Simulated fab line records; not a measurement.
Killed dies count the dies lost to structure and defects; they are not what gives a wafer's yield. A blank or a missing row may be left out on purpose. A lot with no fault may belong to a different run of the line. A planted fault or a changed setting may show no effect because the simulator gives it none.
What tool caused it? / flow gf180mcu / Sampling: 11 lots, 33 wafers, 5 of 602 route steps

WHAT THE GAUGES SHOWED, per wafer
GF_VT_IMPLANT_TW_MEAS_32. Usual: VT_IMPLANT_3_TW 266.6, standard deviation 2.5.
lot=L978; measured=day 6 20:28; on=filmMetro-03; VT_IMPLANT_3_TW=262.5 263.1 263.2; flag=
lot=L982; measured=day 7 19:35; on=filmMetro-03; VT_IMPLANT_3_TW=263.6 262.1 260.6; flag=
lot=L984; measured=day 8 11:22; on=filmMetro-03; VT_IMPLANT_3_TW=262.0 263.2 263.6; flag=
lot=L985; measured=day 8 15:46; on=filmMetro-03; VT_IMPLANT_3_TW=263.8 263.9 261.0; flag=
lot=L986; measured=day 8 22:20; on=filmMetro-01; VT_IMPLANT_3_TW=267.9 268.4 267.8; flag=
lot=L987; measured=day 9 05:10; on=filmMetro-02; VT_IMPLANT_3_TW=267.5 268.3 267.0; flag=
lot=L994; measured=day 11 08:29; on=filmMetro-02; VT_IMPLANT_3_TW=268.2 267.9 268.0; flag=
lot=L995; measured=day 11 13:44; on=filmMetro-01; VT_IMPLANT_3_TW=270.8 270.5 269.4; flag=
lot=L996; measured=day 11 19:32; on=filmMetro-01; VT_IMPLANT_3_TW=268.4 269.4 269.5; flag=
lot=L997; measured=day 12 03:02; on=filmMetro-01; VT_IMPLANT_3_TW=266.9 268.6 268.6; flag=
lot=L101; measured=day 13 02:11; on=filmMetro-02; VT_IMPLANT_3_TW=266.5 268.8 268.3; flag=

GF_VT_IMPLANT_RS_MEAS_48: uses a four-point probe to measure. Usual: LVPWELL_RS 1195 ohm/sq, standard deviation 3.1.
lot=L978; measured=day 7 11:32; on=filmMetro-04; LVPWELL_RS (ohm/sq)=1187 1191 1189; flag=
lot=L982; measured=day 8 12:44; on=filmMetro-03; LVPWELL_RS (ohm/sq)=1195 1194 1194; flag=
lot=L984; measured=day 9 03:44; on=filmMetro-04; LVPWELL_RS (ohm/sq)=1191 1189 1196; flag=
lot=L985; measured=day 9 08:29; on=filmMetro-04; LVPWELL_RS (ohm/sq)=1192 1190 1190; flag=
lot=L986; measured=day 9 16:02; on=filmMetro-03; LVPWELL_RS (ohm/sq)=1192 1190 1192; flag=
lot=L987; measured=day 9 22:22; on=filmMetro-04; LVPWELL_RS (ohm/sq)=1191 1190 1194; flag=
lot=L994; measured=day 12 04:17; on=filmMetro-04; LVPWELL_RS (ohm/sq)=1194 1193 1192; flag=
lot=L995; measured=day 12 09:21; on=filmMetro-03; LVPWELL_RS (ohm/sq)=1153 1148 1152 1154 1147 1151; flag=OFF
lot=L996; measured=day 12 15:35; on=filmMetro-04; LVPWELL_RS (ohm/sq)=1147 1149 1150 1149 1147 1148; flag=OFF
lot=L997; measured=day 12 23:40; on=filmMetro-03; LVPWELL_RS (ohm/sq)=1197 1196 1195; flag=
lot=L101; measured=day 13 23:32; on=filmMetro-01; LVPWELL_RS (ohm/sq)=1198 1202 1198; flag=

GF_VT_IMPLANT_RS_MEAS_49: uses a four-point probe to measure. Usual: MVPSD_RS 1167.9 ohm/sq, standard deviation 3.
lot=L978; measured=day 7 11:40; on=filmMetro-04; MVPSD_RS (ohm/sq)=1169.2 1164.1 1164.9; flag=
lot=L982; measured=day 8 12:52; on=filmMetro-03; MVPSD_RS (ohm/sq)=1163.9 1166.5 1167.7; flag=
lot=L984; measured=day 9 03:51; on=filmMetro-04; MVPSD_RS (ohm/sq)=1168.2 1164.4 1163.7; flag=
lot=L985; measured=day 9 08:36; on=filmMetro-04; MVPSD_RS (ohm/sq)=1167.0 1164.6 1165.8; flag=
lot=L986; measured=day 9 16:10; on=filmMetro-03; MVPSD_RS (ohm/sq)=1164.8 1164.1 1168.8; flag=
lot=L987; measured=day 9 22:29; on=filmMetro-04; MVPSD_RS (ohm/sq)=1163.7 1167.6 1165.7; flag=
lot=L994; measured=day 12 04:24; on=filmMetro-04; MVPSD_RS (ohm/sq)=1167.4 1163.7 1168.2; flag=
lot=L995; measured=day 12 12:29; on=filmMetro-03; MVPSD_RS (ohm/sq)=1168.2 1165.1 1169.3; flag=
lot=L996; measured=day 12 18:05; on=filmMetro-04; MVPSD_RS (ohm/sq)=1171.3 1173.8 1171.9; flag=
lot=L997; measured=day 12 23:47; on=filmMetro-03; MVPSD_RS (ohm/sq)=1171.0 1166.7 1169.3; flag=
lot=L101; measured=day 13 23:39; on=filmMetro-01; MVPSD_RS (ohm/sq)=1171.3 1167.6 1172.7; flag=

TOOL THAT RAN EACH LOT (tool first, then ch and the chambers of the sampled wafers, then the start)
lot=L978; GF_LVPWELL_IMPLANT_08=implanter-02 ch 0, day 3 21:07; GF_VT_IMPLANT_STRIP_20=plasmaAsher-01 ch 0,1, day 6 05:19
lot=L982; GF_LVPWELL_IMPLANT_08=implanter-02 ch 0, day 4 18:02; GF_VT_IMPLANT_STRIP_20=plasmaAsher-02 ch 0,1, day 7 04:14
lot=L984; GF_LVPWELL_IMPLANT_08=implanter-03 ch 0, day 5 06:14; GF_VT_IMPLANT_STRIP_20=plasmaAsher-02 ch 0,1, day 7 18:25
lot=L985; GF_LVPWELL_IMPLANT_08=implanter-02 ch 0, day 5 10:56; GF_VT_IMPLANT_STRIP_20=plasmaAsher-02 ch 0,1, day 7 23:07
lot=L986; GF_LVPWELL_IMPLANT_08=implanter-02 ch 0, day 5 16:53; GF_VT_IMPLANT_STRIP_20=plasmaAsher-02 ch 0,1, day 8 05:43
lot=L987; GF_LVPWELL_IMPLANT_08=implanter-02 ch 0, day 5 21:50; GF_VT_IMPLANT_STRIP_20=plasmaAsher-03 ch 0,1, day 8 13:08
lot=L994; GF_LVPWELL_IMPLANT_08=implanter-03 ch 0, day 7 17:37; GF_VT_IMPLANT_STRIP_20=plasmaAsher-02 ch 0,1, day 10 13:35
lot=L995; GF_LVPWELL_IMPLANT_08=implanter-02 ch 0, day 7 22:23; GF_VT_IMPLANT_STRIP_20=plasmaAsher-01 ch 0,1, day 10 20:07
lot=L996; GF_LVPWELL_IMPLANT_08=implanter-02 ch 0, day 8 01:26; GF_VT_IMPLANT_STRIP_20=plasmaAsher-03 ch 0,1, day 11 00:14
lot=L997; GF_LVPWELL_IMPLANT_08=implanter-03 ch 0, day 8 09:07; GF_VT_IMPLANT_STRIP_20=plasmaAsher-01 ch 0,1, day 11 07:26
lot=L101; GF_LVPWELL_IMPLANT_08=implanter-03 ch 0, day 9 04:42; GF_VT_IMPLANT_STRIP_20=plasmaAsher-03 ch 0,1, day 12 05:55
- GF_LVPWELL_IMPLANT_08
- GF_VT_IMPLANT_STRIP_20: strips in O2/N2.

WHAT THE TOOLS THEMSELVES READ (means of the sampled wafers that have a number; where no wafer has one, the mark that the record gives instead)
GF_LVPWELL_IMPLANT_08. Usual: doseIonsCm2 1.5e+13, standard deviation 1.9e+10; faradayCurrentUA 84.6, standard deviation 1.7.
lot=L978 tool=implanter-02 doseIonsCm2=1.5e+13 faradayCurrentUA=83.7 flag=
lot=L982 tool=implanter-02 doseIonsCm2=1.5e+13 faradayCurrentUA=83.6 flag=
lot=L984 tool=implanter-03 doseIonsCm2=1.5e+13 faradayCurrentUA=84.1 flag=
lot=L985 tool=implanter-02 doseIonsCm2=1.5e+13 faradayCurrentUA=85.0 flag=
lot=L986 tool=implanter-02 doseIonsCm2=1.5e+13 faradayCurrentUA=84.7 flag=
lot=L987 tool=implanter-02 doseIonsCm2=1.5e+13 faradayCurrentUA=83.9 flag=
lot=L994 tool=implanter-03 doseIonsCm2=1.5e+13 faradayCurrentUA=84.9 flag=
lot=L995 tool=implanter-02 doseIonsCm2=1.6e+13 faradayCurrentUA=90.7 flag=OFF
lot=L996 tool=implanter-02 doseIonsCm2=1.6e+13 faradayCurrentUA=92.2 flag=OFF
lot=L997 tool=implanter-03 doseIonsCm2=1.5e+13 faradayCurrentUA=85.5 flag=
lot=L101 tool=implanter-03 doseIonsCm2=1.5e+13 faradayCurrentUA=85.4 flag=

GF_VT_IMPLANT_STRIP_20. Usual: chamberPressureMTorr 1500.1 mTorr, standard deviation 1.3; drypumpMotorCurrentA 5.9 A, standard deviation 0.56; heaterPowerW 345 W, standard deviation 29; oesProductAu 0.716 a.u., standard deviation 0.0046; platenTempC 250.03 C, standard deviation 0.17; stripTimeToEndpointS 12.62 s, standard deviation 0.032.
lot=L978; tool=plasmaAsher-01; chamberPressureMTorr (mTorr)=1500.1; drypumpMotorCurrentA (A)=5.8; heaterPowerW (W)=376; oesProductAu (a.u.)=0.711; platenTempC (C)=250.03; stripTimeToEndpointS (s)=12.54; flag=
lot=L982; tool=plasmaAsher-02; chamberPressureMTorr (mTorr)=1499.5; drypumpMotorCurrentA (A)=5.2; heaterPowerW (W)=325; oesProductAu (a.u.)=0.718; platenTempC (C)=250.00; stripTimeToEndpointS (s)=12.57; flag=
lot=L984; tool=plasmaAsher-02; chamberPressureMTorr (mTorr)=1499.8; drypumpMotorCurrentA (A)=5.1; heaterPowerW (W)=328; oesProductAu (a.u.)=0.714; platenTempC (C)=249.98; stripTimeToEndpointS (s)=12.58; flag=
lot=L985; tool=plasmaAsher-02; chamberPressureMTorr (mTorr)=1499.7; drypumpMotorCurrentA (A)=5.2; heaterPowerW (W)=326; oesProductAu (a.u.)=0.714; platenTempC (C)=250.02; stripTimeToEndpointS (s)=12.63; flag=
lot=L986; tool=plasmaAsher-02; chamberPressureMTorr (mTorr)=1501.4; drypumpMotorCurrentA (A)=5.2; heaterPowerW (W)=327; oesProductAu (a.u.)=0.720; platenTempC (C)=249.92; stripTimeToEndpointS (s)=12.61; flag=
lot=L987; tool=plasmaAsher-03; chamberPressureMTorr (mTorr)=1499.1; drypumpMotorCurrentA (A)=6.3; heaterPowerW (W)=329; oesProductAu (a.u.)=0.713; platenTempC (C)=250.18; stripTimeToEndpointS (s)=12.64; flag=
lot=L994; tool=plasmaAsher-02; chamberPressureMTorr (mTorr)=1499.1; drypumpMotorCurrentA (A)=5.1; heaterPowerW (W)=325; oesProductAu (a.u.)=0.719; platenTempC (C)=250.06; stripTimeToEndpointS (s)=12.61; flag=
lot=L995; tool=plasmaAsher-01; chamberPressureMTorr (mTorr)=1501.0; drypumpMotorCurrentA (A)=5.8; heaterPowerW (W)=380; oesProductAu (a.u.)=0.714; platenTempC (C)=250.07; stripTimeToEndpointS (s)=12.61; flag=
lot=L996; tool=plasmaAsher-03; chamberPressureMTorr (mTorr)=1499.8; drypumpMotorCurrentA (A)=6.5; heaterPowerW (W)=330; oesProductAu (a.u.)=0.715; platenTempC (C)=250.05; stripTimeToEndpointS (s)=12.63; flag=
lot=L997; tool=plasmaAsher-01; chamberPressureMTorr (mTorr)=1500.8; drypumpMotorCurrentA (A)=5.8; heaterPowerW (W)=381; oesProductAu (a.u.)=0.720; platenTempC (C)=249.97; stripTimeToEndpointS (s)=12.61; flag=
lot=L101; tool=plasmaAsher-03; chamberPressureMTorr (mTorr)=1499.6; drypumpMotorCurrentA (A)=6.3; heaterPowerW (W)=326; oesProductAu (a.u.)=0.715; platenTempC (C)=250.22; stripTimeToEndpointS (s)=12.61; flag=

THE ANSWER, worked out from the rows above alone
Rule: lot off if the mean of its wafers having a number is beyond 3 standard deviations from the usual mean. Also off: a lot with no number at a reading for which 4 or more lots have one. The other lots that the step has rows for count as sound. The gauges are gone through in route order, then the tools' own readings, and for those a lot's mean is taken as printed above. The first step at which some lot is off is used, and at that step the reading that is off furthest; a lot without a number counts as furthest.
Off: at GF_VT_IMPLANT_RS_MEAS_48 (LVPWELL_RS), L995, L996.
A tool fits if, at a process step before that reading, it ran every lot that is off, and no sound lot after the first of them. Not tried: the gauges at GF_VT_IMPLANT_RS_MEAS_48; whatever is off there is also off at GF_LVPWELL_IMPLANT_08, on other tools, and gauge error can't account for it. One candidate fits, namely implanter-02 at GF_LVPWELL_IMPLANT_08. Its last sound lot is L987 (day 5 21:50), its first lot that is off L995 (day 7 22:23): a fault that began between those two fits.
The tool's own readings at GF_LVPWELL_IMPLANT_08 bear it out: on the lots that are off they differ by more than 5 times the standard deviation of the sound lots' means. doseIonsCm2 reads 1.6e+13 there against 1.5e+13 on the sound lots; faradayCurrentUA reads 91.5 there against 84.5 on the sound lots.

WHAT THE SIMULATOR HAD PUT IN
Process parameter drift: implanter-02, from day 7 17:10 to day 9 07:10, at GF_LVPWELL_IMPLANT_08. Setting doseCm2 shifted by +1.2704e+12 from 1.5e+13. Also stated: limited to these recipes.
Lots struck among those shown: L995, L996. The same result came from the rule above.
